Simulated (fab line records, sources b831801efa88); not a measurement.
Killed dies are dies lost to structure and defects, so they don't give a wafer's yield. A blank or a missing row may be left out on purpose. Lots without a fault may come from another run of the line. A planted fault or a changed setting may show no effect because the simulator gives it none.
A struck lot beside a sound one | flow gf180mcu | 37 steps out of a route of 602
Sound: wafers L618.4, L618.5, L618.6. Struck: wafer L621.4. (L621.2, L621.5 of the same lot were not struck and are left out.) The cause comes at the end.
At each step with rows: each side's tool, then ch and its chambers, then its first start. Under that, the readings that differ: sound wafers | struck wafers | difference of the means | sigmas: that difference in standard deviations of wafers without a fault.
alike: readings whose means differ by less than 2 such deviations, and words and numbers that are the same on both sides. not compared: withheld readings, readings that some wafer has no value for, bounds like >300 that may hide the same value, and numbers for which the record gives no deviation and whose values overlap.
The two part at a step that has a row with sigmas, a row that says differs or no value, or rows on one side only. Numbers that don't overlap but have no deviation are shown without sigmas and don't part them. A reading that every wafer of one side lacks parts them only if that side has two wafers or more.

first, 1 step without rows for these wafers: GF_M5_DEVELOP_06 (develop time 60 s).
GF_M5_CD_MEAS_07: target cd 280 nm.
  sound on cd_sem-02, day 29 16:35; struck on cd_sem-02, day 30 09:44
  alike: cd_nm
GF_M5_OVL_MEAS_08:
  sound on overlay-02, day 29 16:39; struck on overlay-02, day 30 09:50
  alike: M5_OVL
GF_M5_ETCH_09: etches Si3N4 in CF4/O2, target depth 52 nm, time 11.6 s.
  sound on rie_diel-04 ch 0,2,3, day 29 16:41; struck on rie_diel-01 ch 3, day 30 09:52
  reading                | sound | struck | difference                   | sigmas
  rf_hours_counter_h (h) | - - - | 13     | no value on the sound wafers |
  alike: drypump_motor_current_A, oes_product_au, throttle_valve_pct
then, 5 steps without rows for these wafers: GF_M5_METAL_ETCH_10 (etches the open film in Cl2/BCl3, stops on SiO2, target depth 750.8 nm, time 125.1 s); GF_M5_STRIP_11 (strips in O2/N2); GF_M5_STRIP_12 (strips in post etch residue remover, time 1200 s); GF_M5_CLEAN_13 (cleans in DIW); GF_V5_CVD_00 (deposits SiO2, target thk 300 nm, time 50 s).
GF_V5_THK_MEAS_01:
  sound on film_metro-02, day 29 17:26; struck on film_metro-04, day 30 10:37
  alike: V5_CVD_00_THK
then, 1 step without rows for these wafers: GF_V5_CVD_02 (deposits SiO2 from TEOS, target thk 1450 nm, time 163.28 s).
GF_V5_THK_MEAS_03:
  sound on film_metro-02, day 29 17:36; struck on film_metro-02, day 30 10:47
  reading            | sound          | struck | difference | sigmas
  V5_CVD_02_THK (nm) | 1436 1429 1441 | 1476   | +41        | +2
GF_V5_CMP_04: polishes SiO2.
  sound on cmp-01 ch 0,1,2, day 29 17:44; struck on cmp-01 ch 1, day 30 10:56
  reading                             | sound             | struck | difference | sigmas
  model.SiO2_of_V5_CVD_02.thk_nm (nm) | 853.7 854.7 854.3 | 769    | -85        |
  alike: motor_current_A, platen_rpm, slurry_filter_dp_kPa
GF_V5_BOW_MEAS_05:
  sound on film_metro-02, day 29 18:06; struck on film_metro-02, day 30 11:10
  reading     | sound       | struck | difference | sigmas
  V5_BOW (um) | 130 140 143 | 118    | -20        | -2
then, 8 steps without rows for these wafers: GF_V5_DEHYDRATE_06 (time 60 s); GF_V5_HMDS_07 (prime time 60 s); GF_V5_COAT_08; GF_V5_COAT_09 (resist thk 1000 nm); GF_V5_SOFTBAKE_10 (time 60 s); GF_V5_EXPOSE_11 (exposes mask Via5, target cd 260 nm); GF_V5_PEB_12 (peb time 90 s); GF_V5_DEVELOP_13 (develop time 60 s).
GF_V5_CD_MEAS_14: target cd 260 nm.
  sound on cd_sem-01, day 30 12:14; struck on cd_sem-01, day 31 05:34
  alike: cd_nm
GF_V5_OVL_MEAS_15:
  sound on overlay-02, day 30 12:19; struck on overlay-01, day 31 05:40
  alike: V5_OVL
GF_V5_ETCH_16: etches BARC in N2/H2.
  sound on rie_diel-01 ch 0,2,3, day 30 12:20; struck on rie_diel-01 ch 3, day 31 05:42
  alike: drypump_motor_current_A, oes_product_au, throttle_valve_pct
GF_V5_ETCH_17: etches SiO2 in C4F8/O2/Ar, stops on TiN, target depth 855 nm.
  sound on rie_diel-01 ch 0,2,3; struck on rie_diel-01 ch 3
  reading                        | sound             | struck | difference | sigmas
  oes_product_au (a.u.)          | 0.859 0.856 0.857 | 0.814  | -0.043     | -10
  model.etch.depth_nm (nm)       | 853.7 854.7 854.3 | 769    | -85        |
  model.V5.feature_depth_nm (nm) | 853.7 854.7 854.3 | 769    | -85        |
GF_V5_STRIP_18: strips in O2/N2.
  sound on plasma_asher-02 ch 0,1, day 30 12:31; struck on plasma_asher-03 ch 1, day 31 05:52
  alike: drypump_motor_current_A, heater_power_w, oes_product_au
  not compared: rf_hours_counter_h
then, 2 steps without rows for these wafers: GF_V5_STRIP_19 (strips in post etch residue remover, time 1200 s); GF_V5_CLEAN_20 (cleans in DIW).
GF_V5_SPUTTER_21: material Ti, target thk 15 nm, time 80.02 s.
  sound on pvd_sputter-02, day 30 13:01; struck on pvd_sputter-01, day 31 06:23
  alike: cathode_dc_power_W, throttle_valve_pct
GF_V5_SPUTTER_22: material TiN, target thk 10 nm, time 40 s.
  sound on pvd_sputter-02, day 30 13:05; struck on pvd_sputter-01, day 31 06:27
  alike: cathode_dc_power_W, throttle_valve_pct
then, 1 step without rows for these wafers: GF_V5_CVD_23 (deposits W, target thk 350 nm, time 104.9 s).
GF_V5_RS_MEAS_24: measures by four-point-probe.
  sound on film_metro-04, day 30 13:23; struck on film_metro-04, day 31 06:37
  alike: V5_W_RS
GF_V5_THK_MEAS_25: measures by xrf.
  sound on film_metro-04, day 30 13:29; struck on film_metro-04, day 31 06:44
  alike: V5_W_THK
GF_V5_CMP_26: polishes, stops on SiO2, t overpolish 15 s, target thk 0 nm.
  sound on cmp-01 ch 0,1, day 30 13:31; struck on cmp-02 ch 3, day 31 06:50
  reading                             | sound             | struck | difference | sigmas
  model.SiO2_of_V5_CVD_02.thk_nm (nm) | 849.9 850.9 850.5 | 765.2  | -85.2      |
  alike: motor_current_A, platen_rpm, slurry_filter_dp_kPa
then, 1 step without rows for these wafers: GF_TOP_METAL_SPUTTER_00 (material Ti, target thk 37.5 nm, time 150 s).
GF_PASSIVATION_PROBE_99:
  the record has rows for the struck wafers here (prober-01, day 32 20:41) and none for the sound ones

WHERE THEY PART
First at GF_M5_ETCH_09; last, within this record, at GF_PASSIVATION_PROBE_99.

WHY: what the simulator had put in
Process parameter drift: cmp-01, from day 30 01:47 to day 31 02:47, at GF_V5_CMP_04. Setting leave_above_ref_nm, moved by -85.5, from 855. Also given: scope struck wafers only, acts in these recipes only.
